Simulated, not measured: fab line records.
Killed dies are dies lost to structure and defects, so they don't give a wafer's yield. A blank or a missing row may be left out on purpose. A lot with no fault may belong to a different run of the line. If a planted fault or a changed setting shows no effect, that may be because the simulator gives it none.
The tool behind it: which one? || flow sky130 || 14 lots, 42 wafers sampled, at 2 steps of a route of 708

== WHAT EACH GAUGE READ, for each wafer ==
The record lacks any reading of a measuring or inspecting step that a usual standard deviation could be used to judge.

== WHAT TOOL EACH LOT RAN ON (gives the tool, then ch and the chambers of the sampled wafers, and finally the start) ==
{"lot": "L950", "SKY_RES_PROTECT_SOFTBAKE_03": "litho-track-01 ch 0, day 14 17:46", "SKY_PAD_OPEN_PROBE_99": "prober-02, day 45 21:34"}
{"lot": "L951", "SKY_RES_PROTECT_SOFTBAKE_03": "litho-track-04 ch 0, day 14 22:52", "SKY_PAD_OPEN_PROBE_99": "prober-01, day 46 04:30"}
{"lot": "L952", "SKY_RES_PROTECT_SOFTBAKE_03": "litho-track-02 ch 0, day 15 07:13", "SKY_PAD_OPEN_PROBE_99": "prober-02, day 46 12:07"}
{"lot": "L959", "SKY_RES_PROTECT_SOFTBAKE_03": "litho-track-04 ch 0, day 17 20:28", "SKY_PAD_OPEN_PROBE_99": "prober-02, day 48 05:01"}
{"lot": "L961", "SKY_RES_PROTECT_SOFTBAKE_03": "litho-track-04 ch 0, day 18 15:53", "SKY_PAD_OPEN_PROBE_99": "prober-01, day 48 19:38"}
{"lot": "L964", "SKY_RES_PROTECT_SOFTBAKE_03": "litho-track-02 ch 0, day 19 16:38", "SKY_PAD_OPEN_PROBE_99": "prober-02, day 49 08:16"}
{"lot": "L965", "SKY_RES_PROTECT_SOFTBAKE_03": "litho-track-02 ch 0, day 20 14:56", "SKY_PAD_OPEN_PROBE_99": "prober-01, day 49 19:52"}
{"lot": "L966", "SKY_RES_PROTECT_SOFTBAKE_03": "litho-track-02 ch 0, day 20 17:55", "SKY_PAD_OPEN_PROBE_99": "prober-02, day 49 21:37"}
{"lot": "L968", "SKY_RES_PROTECT_SOFTBAKE_03": "litho-track-02 ch 0, day 21 05:53", "SKY_PAD_OPEN_PROBE_99": "prober-02, day 50 07:19"}
{"lot": "L969", "SKY_RES_PROTECT_SOFTBAKE_03": "litho-track-02 ch 0, day 21 16:44", "SKY_PAD_OPEN_PROBE_99": "prober-01, day 50 11:10"}
{"lot": "L970", "SKY_RES_PROTECT_SOFTBAKE_03": "litho-track-02 ch 0, day 21 22:38", "SKY_PAD_OPEN_PROBE_99": "prober-02, day 50 12:49"}
{"lot": "L971", "SKY_RES_PROTECT_SOFTBAKE_03": "litho-track-02 ch 0, day 22 07:35", "SKY_PAD_OPEN_PROBE_99": "prober-01, day 50 17:58"}
{"lot": "L972", "SKY_RES_PROTECT_SOFTBAKE_03": "litho-track-02 ch 0, day 22 11:55", "SKY_PAD_OPEN_PROBE_99": "prober-02, day 50 19:58"}
{"lot": "L973", "SKY_RES_PROTECT_SOFTBAKE_03": "litho-track-02 ch 0, day 22 20:22", "SKY_PAD_OPEN_PROBE_99": "prober-01, day 51 00:58"}
- SKY_RES_PROTECT_SOFTBAKE_03: time 60 s.
- SKY_PAD_OPEN_PROBE_99

== AS READ BY THE TOOLS THEMSELVES (means over the sampled wafers that have a number; for cases with no such wafer, the mark the record gives instead) ==
SKY_RES_PROTECT_SOFTBAKE_03. Usual: chill-plate-temp-C 22.99 C, standard deviation 0.11; heater-power-total-W 56.59 W, standard deviation 0.045; run-length-s 89.14 s, standard deviation 0.15.
{"lot": "L950", "tool": "litho-track-01", "chill-plate-temp-C (C)": 22.88, "heater-power-total-W (W)": 56.57, "run-length-s (s)": 89.15, "flag": ""}
{"lot": "L951", "tool": "litho-track-04", "chill-plate-temp-C (C)": 22.94, "heater-power-total-W (W)": 56.57, "run-length-s (s)": 88.98, "flag": ""}
{"lot": "L952", "tool": "litho-track-02", "chill-plate-temp-C (C)": 23.03, "heater-power-total-W (W)": 56.50, "run-length-s (s)": 89.30, "flag": ""}
{"lot": "L959", "tool": "litho-track-04", "chill-plate-temp-C (C)": 23.17, "heater-power-total-W (W)": 57.60, "run-length-s (s)": 86.11, "flag": "OFF"}
{"lot": "L961", "tool": "litho-track-04", "chill-plate-temp-C (C)": 22.98, "heater-power-total-W (W)": 57.56, "run-length-s (s)": 86.06, "flag": "OFF"}
{"lot": "L964", "tool": "litho-track-02", "chill-plate-temp-C (C)": 23.13, "heater-power-total-W (W)": 56.58, "run-length-s (s)": 89.12, "flag": ""}
{"lot": "L965", "tool": "litho-track-02", "chill-plate-temp-C (C)": 23.07, "heater-power-total-W (W)": 56.59, "run-length-s (s)": 89.28, "flag": ""}
{"lot": "L966", "tool": "litho-track-02", "chill-plate-temp-C (C)": 22.93, "heater-power-total-W (W)": 56.61, "run-length-s (s)": 89.18, "flag": ""}
{"lot": "L968", "tool": "litho-track-02", "chill-plate-temp-C (C)": 22.96, "heater-power-total-W (W)": 56.60, "run-length-s (s)": 89.20, "flag": ""}
{"lot": "L969", "tool": "litho-track-02", "chill-plate-temp-C (C)": 23.17, "heater-power-total-W (W)": 56.61, "run-length-s (s)": 89.33, "flag": ""}
{"lot": "L970", "tool": "litho-track-02", "chill-plate-temp-C (C)": 23.11, "heater-power-total-W (W)": 56.63, "run-length-s (s)": 89.11, "flag": ""}
{"lot": "L971", "tool": "litho-track-02", "chill-plate-temp-C (C)": 23.06, "heater-power-total-W (W)": 56.54, "run-length-s (s)": 89.28, "flag": ""}
{"lot": "L972", "tool": "litho-track-02", "chill-plate-temp-C (C)": 22.93, "heater-power-total-W (W)": 56.57, "run-length-s (s)": 89.17, "flag": ""}
{"lot": "L973", "tool": "litho-track-02", "chill-plate-temp-C (C)": 23.03, "heater-power-total-W (W)": 56.54, "run-length-s (s)": 89.15, "flag": ""}

SKY_PAD_OPEN_PROBE_99. Usual: killed_at_M0_to_M3 42, standard deviation 7; killed_at_M4_up 3.2, standard deviation 1.6; killed-at-contacts 24, standard deviation 5.8; killed-at-front-end 16, standard deviation 4.3; killed-at-other 0.3, standard deviation 0.62; killed-dies 86, standard deviation 9.5; killed-open 46, standard deviation 6.4; killed-short 39, standard deviation 6.3.
{"lot": "L950", "tool": "prober-02", "killed_at_M0_to_M3": 40, "killed_at_M4_up": 2.3, "killed-at-contacts": 23, "killed-at-front-end": 16, "killed-at-other": 0.0, "killed-dies": 82, "killed-open": 46, "killed-short": 36, "flag": ""}
{"lot": "L951", "tool": "prober-01", "killed_at_M0_to_M3": 38, "killed_at_M4_up": 2.3, "killed-at-contacts": 25, "killed-at-front-end": 16, "killed-at-other": 0.3, "killed-dies": 82, "killed-open": 45, "killed-short": 37, "flag": ""}
{"lot": "L952", "tool": "prober-02", "killed_at_M0_to_M3": 44, "killed_at_M4_up": 2.7, "killed-at-contacts": 27, "killed-at-front-end": 12, "killed-at-other": 0.0, "killed-dies": 85, "killed-open": 45, "killed-short": 39, "flag": ""}
{"lot": "L959", "tool": "prober-02", "killed_at_M0_to_M3": 45, "killed_at_M4_up": 3.3, "killed-at-contacts": 25, "killed-at-front-end": 13, "killed-at-other": 0.7, "killed-dies": 87, "killed-open": 47, "killed-short": 41, "flag": ""}
{"lot": "L961", "tool": "prober-01", "killed_at_M0_to_M3": 50, "killed_at_M4_up": 3.0, "killed-at-contacts": 23, "killed-at-front-end": 17, "killed-at-other": 0.7, "killed-dies": 94, "killed-open": 51, "killed-short": 43, "flag": ""}
{"lot": "L964", "tool": "prober-02", "killed_at_M0_to_M3": 40, "killed_at_M4_up": 2.7, "killed-at-contacts": 32, "killed-at-front-end": 15, "killed-at-other": 0.3, "killed-dies": 90, "killed-open": 51, "killed-short": 38, "flag": ""}
{"lot": "L965", "tool": "prober-01", "killed_at_M0_to_M3": 44, "killed_at_M4_up": 3.0, "killed-at-contacts": 25, "killed-at-front-end": 20, "killed-at-other": 1.3, "killed-dies": 93, "killed-open": 53, "killed-short": 41, "flag": ""}
{"lot": "L966", "tool": "prober-02", "killed_at_M0_to_M3": 45, "killed_at_M4_up": 3.0, "killed-at-contacts": 21, "killed-at-front-end": 14, "killed-at-other": 0.3, "killed-dies": 84, "killed-open": 46, "killed-short": 38, "flag": ""}
{"lot": "L968", "tool": "prober-02", "killed_at_M0_to_M3": 43, "killed_at_M4_up": 4.3, "killed-at-contacts": 22, "killed-at-front-end": 16, "killed-at-other": 0.3, "killed-dies": 86, "killed-open": 50, "killed-short": 35, "flag": ""}
{"lot": "L969", "tool": "prober-01", "killed_at_M0_to_M3": 39, "killed_at_M4_up": 3.7, "killed-at-contacts": 25, "killed-at-front-end": 17, "killed-at-other": 0.0, "killed-dies": 85, "killed-open": 49, "killed-short": 36, "flag": ""}
{"lot": "L970", "tool": "prober-02", "killed_at_M0_to_M3": 43, "killed_at_M4_up": 2.3, "killed-at-contacts": 18, "killed-at-front-end": 18, "killed-at-other": 0.3, "killed-dies": 82, "killed-open": 44, "killed-short": 38, "flag": ""}
{"lot": "L971", "tool": "prober-01", "killed_at_M0_to_M3": 41, "killed_at_M4_up": 1.7, "killed-at-contacts": 23, "killed-at-front-end": 15, "killed-at-other": 0.3, "killed-dies": 81, "killed-open": 42, "killed-short": 39, "flag": ""}
{"lot": "L972", "tool": "prober-02", "killed_at_M0_to_M3": 33, "killed_at_M4_up": 3.7, "killed-at-contacts": 23, "killed-at-front-end": 14, "killed-at-other": 0.7, "killed-dies": 75, "killed-open": 38, "killed-short": 35, "flag": ""}
{"lot": "L973", "tool": "prober-01", "killed_at_M0_to_M3": 34, "killed_at_M4_up": 3.0, "killed-at-contacts": 26, "killed-at-front-end": 11, "killed-at-other": 0.7, "killed-dies": 75, "killed-open": 40, "killed-short": 35, "flag": ""}

== THE ANSWER, worked out from the rows above alone ==
Rule: a lot counts as off when the mean over its wafers that have a number is more than 3 standard deviations away from the usual mean. Also off: a lot with no number at a reading for which 4 or more lots have one. All remaining lots with rows at the step are treated as sound. After the gauges, taken in route order, come the tools' own readings; for these a lot's mean is taken, as printed above. The first step at which some lot is off is used, and at that step the reading that is off furthest; a lot without a number counts as furthest.
Off: L959, L961, at SKY_RES_PROTECT_SOFTBAKE_03 (heater-power-total-W).
If a tool, at that step or one of the process steps before it, ran each lot that is off and ran no sound lot following the first of them, it fits. One fits: SKY_RES_PROTECT_SOFTBAKE_03 on litho-track-04. A fault onset in the window from L951 (day 14 22:52, its last sound lot) to L959 (day 17 20:28, its first lot off) fits.
The tool's own readings at SKY_RES_PROTECT_SOFTBAKE_03 bear it out: on the lots that are off they differ by more than 5 times the standard deviation of the sound lots' means. heater-power-total-W reads 57.58 W there against 56.58 W on the sound lots; run-length-s reads 86.09 s there against 89.19 s on the sound lots.

== WHAT THE SIMULATOR HAD INSERTED ==
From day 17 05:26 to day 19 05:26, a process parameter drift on litho-track-04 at SKY_RES_PROTECT_SOFTBAKE_03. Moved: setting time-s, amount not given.
Lots struck among those shown: L959, L961. The rule given above showed the same thing.
